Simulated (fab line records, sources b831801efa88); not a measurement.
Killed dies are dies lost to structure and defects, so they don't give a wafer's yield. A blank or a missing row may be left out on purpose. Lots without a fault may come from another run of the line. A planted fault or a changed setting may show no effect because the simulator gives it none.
fab line records | flow gf180mcu
record lots=13 wafers=39 last_day=34
route steps=602 shown HV_LDD@224 V1@339 M2@364
lots that met no fault: from a run of the same line without faults
start_h: hours from the record's first day to the start of the lot's first wafer shown | wait_h: hours since the lot's step before | " the same as in the row above | L1.1+2: a row that stands for several wafers | - no value, or no start given | * or withheld: withheld | < > ~ a bound
route shown NAME@n: a module of which the file shows steps, and the number in the route of the first | usual: mean/standard deviation of fault-free wafers | same: alike in all rows | chamber/n: place in a boat | sites: the reading at each site | _std_site: their standard deviation | _edge_site: outer sites' mean less inner sites' | radius_mm: how far each site lies from the wafer's centre | mask NAME#n: copy n | behind: the tool/chamber that last shaped the wafer | hold: why the lot was held/for how many hours/how that ended | device: the transistor (n, p or np) that didn't switch | end of line: the same wafers' tests at the end of the route | a step without rows: its recipe alone | killed: dies lost to structure and defects at the first sort, not the wafer's yield | map: a wafer's dies, x killed, . not, _ none there
set.NAME: the setting as run; set.NAME@STEP: as run at that earlier step | model.NAME: the simulator's own value behind a step, which no gauge read
steps of the route over a sample of lots; a table a step, a row a wafer
services: from which hour (start_h, from the record's first day; less than 0 if before it) a tool's chamber was out of use, for how many hours, and why
## steps
# step GF_HV_LDD_IMPLANT_48
# recipe species=B energy_kev=25 dose_cm2=3e+13 tilt_deg=7
# usual beam_energy_keV=25.001/0.0083
# columns lot.wafer tool chamber start_h wait_h beam_energy_keV
L496.2 implanter-02 0 292.45 0.0 25.000
L496.5 " 0 " " 25.000
L496.6 " 0 " " 25.000
L497.1 implanter-04 0 295.72 0.0 25.009
L497.3 " 0 " " 25.014
L497.6 " 0 " " 25.010
L498.2 implanter-02 0 300.25 0.0 25.001
L498.3 " 0 " " 25.001
L498.6 " 0 " " 24.995
L499.1 implanter-01 0 307.94 0.0 25.002
L499.2 " 0 " " 24.987
L499.3 " 0 " " 24.998
L500.3 implanter-04 0 314.87 0.1 25.002
L500.4 " 0 " " 25.001
L500.5 " 0 " " 24.989
L505.1 implanter-04 0 351.24 0.0 33.716
L505.2 " 0 " " 33.699
L505.3 " 0 " " 33.710
L507.1 implanter-04 0 368.40 0.0 33.718
L507.4 " 0 " " 33.724
L507.5 " 0 " " 33.723
L511.2 implanter-01 0 402.77 0.0 25.010
L511.3 " 0 " " 25.006
L511.4 " 0 " " 24.995
L512.2 implanter-01 0 411.14 0.0 25.005
L512.3 " 0 " " 24.988
L512.6 " 0 " " 25.004
L513.1 implanter-02 0 419.99 0.0 25.011
L513.3 " 0 " " 25.009
L513.4 " 0 " " 25.008
L514.1 implanter-04 0 426.02 0.0 24.983
L514.3 " 0 " " 25.001
L514.6 " 0 " " 25.001
L516.3 implanter-04 0 442.98 0.1 24.989
L516.4 " 0 " " 24.994
L516.6 " 0 " " 24.986
L518.3 implanter-04 0 453.79 0.1 24.990
L518.5 " 0 " " 24.993
L518.6 " 0 " " 24.996
# step GF_HV_LDD_TW_MEAS_50
# usual HV_LDD_4_TW=573/5.1
# columns lot.wafer tool chamber start_h wait_h hold HV_LDD_4_TW
L496.2 film_metro-03 - 292.68 0.1 - 577
L496.5 " - " " - 576
L496.6 " - " " - 575
L497.1 film_metro-04 - 295.97 0.1 - 576
L497.3 " - " " - 572
L497.6 " - " " - 571
L498.2 film_metro-02 - 300.48 0.1 - 572
L498.3 " - " " - 572
L498.6 " - " " - 571
L499.1 film_metro-02 - 308.19 0.1 - 569
L499.2 " - " " - 571
L499.3 " - " " - 570
L500.3 film_metro-02 - 315.09 0.1 - 569
L500.4 " - " " - 569
L500.5 " - " " - 571
L505.1 film_metro-03 - 351.49 0.1 await_dispo/0.2h/release 617
L505.2 " - " " await_dispo/0.2h/release 613
L505.3 " - " " await_dispo/0.2h/release 611
L505.1 film_metro-03 - 351.71 0.2 - 611
L505.2 " - " " - 612
L505.3 " - " " - 613
L507.1 film_metro-02 - 368.65 0.1 await_dispo/0.2h/release 602
L507.4 " - " " await_dispo/0.2h/release 600
L507.5 " - " " await_dispo/0.2h/release 604
L507.1 film_metro-02 - 368.93 0.3 - 604
L507.4 " - " " - 604
L507.5 " - " " - 604
L511.2 film_metro-03 - 403.01 0.1 - 575
L511.3 " - " " - 576
L511.4 " - " " - 580
L512.2 film_metro-04 - 411.38 0.1 - 568
L512.3 " - " " - 567
L512.6 " - " " - 567
L513.1 film_metro-02 - 420.24 0.1 - 574
L513.3 " - " " - 571
L513.4 " - " " - 574
L514.1 film_metro-04 - 426.27 0.1 - 570
L514.3 " - " " - 570
L514.6 " - " " - 570
L516.3 film_metro-04 - 443.20 0.1 - 569
L516.4 " - " " - 568
L516.6 " - " " - 568
L518.3 film_metro-03 - 454.01 0.1 - 580
L518.5 " - " " - 581
L518.6 " - " " - 580
# step GF_V1_CMP_04
# recipe material=SiO2 down_force_psi=4 platen_rpm=60 pad_velocity_m_s=0.94248
# usual motor_current_A=12.8/1.3 time_to_endpoint_s=82/6.9
# columns lot.wafer tool chamber start_h wait_h motor_current_A time_to_endpoint_s
L496.2 cmp-02 2 410.49 0.2 12.7 80
L496.5 " 3 " " 11.4 84
L496.6 " 0 " " 14.1 81
L497.1 cmp-02 1 412.50 0.1 11.0 83
L497.3 " 0 " " 14.0 75
L497.6 " 1 " " 10.4 88
L498.3 cmp-02 2 418.16 0.0 12.1 74
L498.2 " 0 " " 14.0 82
L498.6 " 2 " " 12.3 84
L499.3 cmp-01 0 428.18 0.0 15.0 84
L499.1 " 1 " " 13.0 85
L499.2 " 3 " " 12.3 77
L500.3 cmp-01 0 436.83 0.1 15.0 84
L500.4 " 1 " " 13.7 88
L500.5 " 0 " " 15.1 91
L505.3 cmp-02 1 476.27 0.0 11.1 91
L505.2 " 3 " " 11.3 72
L505.1 " 0 " " 13.9 85
L507.1 cmp-01 3 495.47 0.1 12.0 77
L507.4 " 0 " " 14.5 89
L507.5 " 3 " " 11.5 76
L511.4 cmp-01 0 530.94 0.1 15.0 86
L511.2 " 1 " " 12.7 78
L511.3 " 2 " " 13.8 77
L512.2 cmp-02 2 539.62 0.0 11.8 79
L512.3 " 1 " " 11.2 90
L512.6 " 2 " " 12.4 87
L513.4 cmp-02 2 547.89 0.2 12.2 83
L513.3 " 3 " " 11.2 78
L513.1 " 1 " " 10.7 87
L514.3 cmp-02 0 553.51 0.0 14.1 83
L514.1 " 2 " " 12.3 78
L514.6 " 0 " " 14.3 77
L516.4 cmp-01 1 567.54 0.0 12.6 94
L516.3 " 2 " " 13.0 78
L516.6 " 2 " " 14.0 83
L518.3 cmp-01 2 579.44 0.2 13.9 82
L518.5 " 3 " " 12.2 86
L518.6 " 0 " " 14.0 95
# step GF_V1_SPUTTER_21
# recipe material=Ti target_thk_nm=15 chamber_pressure_pa=5 power_w=2500 substrate_temp_c=200 time_s=80.02
# usual cathode_dc_power_W=2500.0/0.46 throttle_valve_pct=30.2/1.1
# columns lot.wafer tool chamber start_h wait_h cathode_dc_power_W throttle_valve_pct
L496.2 pvd_sputter-02 - 435.43 0.0 2499.7 30.3
L496.5 " - " " 2499.4 32.2
L496.6 " - " " 2499.9 30.1
L497.1 pvd_sputter-02 - 437.56 0.0 2499.8 30.3
L497.3 " - " " 2499.9 32.2
L497.6 " - " " 2500.5 31.1
L498.2 pvd_sputter-02 - 443.34 0.0 2499.6 32.1
L498.3 " - " " 2500.5 30.9
L498.6 " - " " 2499.9 31.1
L499.1 pvd_sputter-02 - 453.80 0.0 2500.0 32.1
L499.2 " - " " 2500.2 30.4
L499.3 " - " " 2499.8 30.2
L500.3 pvd_sputter-04 - 462.79 0.0 2500.4 30.8
L500.4 " - " " 2500.0 30.3
L500.5 " - " " 2500.2 30.3
L505.1 pvd_sputter-02 - 501.64 0.0 2499.6 30.3
L505.2 " - " " 2499.3 30.9
L505.3 " - " " 2499.8 32.1
L507.1 pvd_sputter-04 - 520.08 0.0 2499.9 30.3
L507.4 " - " " 2500.4 30.2
L507.5 " - " " 2499.9 30.1
L511.2 pvd_sputter-03 - 554.52 0.0 2499.6 30.9
L511.3 " - " " 2500.6 29.1
L511.4 " - " " 2499.2 30.9
L512.2 pvd_sputter-02 - 563.31 0.0 2499.7 31.2
L512.3 " - " " 2500.1 30.7
L512.6 " - " " 2499.7 30.2
L513.1 pvd_sputter-03 - 571.36 0.0 2499.8 28.0
L513.3 " - " " 2500.7 30.3
L513.4 " - " " 2499.8 29.0
L514.1 pvd_sputter-03 - 576.45 0.0 2499.7 30.7
L514.3 " - " " 2500.3 29.2
L514.6 " - " " 2499.9 30.1
L516.3 pvd_sputter-03 - 589.90 0.0 2499.9 30.6
L516.4 " - " " 2500.2 28.9
L516.6 " - " " 2500.1 29.1
L518.3 pvd_sputter-02 - 601.75 0.0 2499.7 30.3
L518.5 " - " " 2499.5 32.0
L518.6 " - " " 2500.1 30.9
# step GF_M2_SPUTTER_02
# recipe material=AlCu target_thk_nm=450 power_w=10600 time_s=23.9 chamber_pressure_pa=0.4
# usual cathode_dc_power_W=10600/1.8 throttle_valve_pct=30.3/1.2
# columns lot.wafer tool chamber start_h wait_h cathode_dc_power_W throttle_valve_pct
L496.2 pvd_sputter-03 - 436.25 0.0 10599 28.0
L496.5 " - " " 10602 30.9
L496.6 " - " " 10598 29.3
L497.1 pvd_sputter-01 - 438.38 0.0 10599 29.2
L497.3 " - " " 10599 29.4
L497.6 " - " " 10600 31.6
L498.2 pvd_sputter-03 - 444.16 0.0 10599 29.3
L498.3 " - " " 10599 28.0
L498.6 " - " " 10601 31.3
L499.1 pvd_sputter-01 - 454.62 0.0 10600 28.1
L499.2 " - " " 10597 29.5
L499.3 " - " " 10602 29.0
L500.3 pvd_sputter-02 - 463.63 0.0 10602 30.8
L500.4 " - " " 10602 32.1
L500.5 " - " " 10600 30.6
L505.1 pvd_sputter-02 - 502.46 0.0 10597 31.0
L505.2 " - " " 10601 30.2
L505.3 " - " " 10600 31.9
L507.1 pvd_sputter-02 - 520.90 0.0 10600 30.6
L507.4 " - " " 10604 31.9
L507.5 " - " " 10600 31.9
L511.2 pvd_sputter-02 - 555.34 0.0 10601 30.7
L511.3 " - " " 10603 32.2
L511.4 " - " " 10603 30.1
L512.2 pvd_sputter-03 - 564.13 0.0 10601 28.1
L512.3 " - " " 10598 29.1
L512.6 " - " " 10598 28.0
L513.1 pvd_sputter-02 - 572.25 0.0 10601 30.1
L513.3 " - " " 10602 32.0
L513.4 " - " " 10602 30.8
L514.1 pvd_sputter-02 - 577.27 0.0 10600 30.1
L514.3 " - " " 10602 31.2
L514.6 " - " " 10602 30.2
L516.3 pvd_sputter-02 - 590.72 0.0 10600 32.1
L516.4 " - " " 10598 31.0
L516.6 " - " " 10600 31.9
L518.3 pvd_sputter-01 - 602.58 0.0 10598 28.3
L518.5 " - " " 10601 31.7
L518.6 " - " " 10600 28.3
## services
# columns tool chamber start_h hours kind
cmp-02 - 270.53 0.2 repair
cmp-02 - 275.15 0.5 repair
pvd_sputter-02 - 321.89 17.5 repair
cmp-01 - 367.48 16.0 pm
implanter-04 - 370.24 1.9 repair
implanter-01 - 381.82 1.9 repair
pvd_sputter-02 - 387.77 2.3 repair
pvd_sputter-03 - 395.37 3.4 repair
pvd_sputter-02 - 396.06 0.7 repair
pvd_sputter-02 - 400.19 3.3 repair
cmp-01 - 400.75 0.2 repair
cmp-01 - 404.04 4.0 pm
cmp-02 - 418.72 3.2 repair
pvd_sputter-02 - 440.63 1.4 repair
pvd_sputter-03 - 449.18 5.0 repair
cmp-01 - 449.58 3.9 repair
pvd_sputter-02 - 460.00 1.4 repair
cmp-01 - 483.10 3.8 pm
cmp-02 - 487.46 5.2 pm
pvd_sputter-03 - 503.42 1.4 repair
implanter-04 - 555.20 1.5 repair
cmp-02 - 571.23 7.0 repair
cmp-02 - 578.19 4.0 pm
implanter-04 - 589.15 2.8 repair
## key
first_sign step=GF_HV_LDD_IMPLANT_48 reading=beam_energy_keV direction=up sigmas=99+ usual=25.001 struck=33.715
effect step=GF_HV_LDD_TW_MEAS_50 reading=visit direction=added
effect step=GF_HV_LDD_TW_MEAS_50 reading=HV_LDD_4_TW direction=up sigmas=6.9 usual=573 struck=608
met_at GF_HV_LDD_IMPLANT_48
struck_lots L505,L507
tester_left_out L505,L507
not_acting_at GF_V1_CMP_04,GF_V1_SPUTTER_21,GF_M2_SPUTTER_02
onset_between 314.87 351.24
fault kind=process_parameter_drift tool=implanter-04 chamber=- onset_h=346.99 steps=GF_HV_LDD_IMPLANT_48 channel=energy_kev offset=8.7191 shape=step end_h=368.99 acts_in=these_recipes_only stated=25
# tester_left_out: of these lots the tester's yield and bins aren't shown, on N5 and GAA mostly nor the transistor test; their killed dies are dies lost to structure and defects alone, not to doping, threshold or leakage, so they don't give the yield
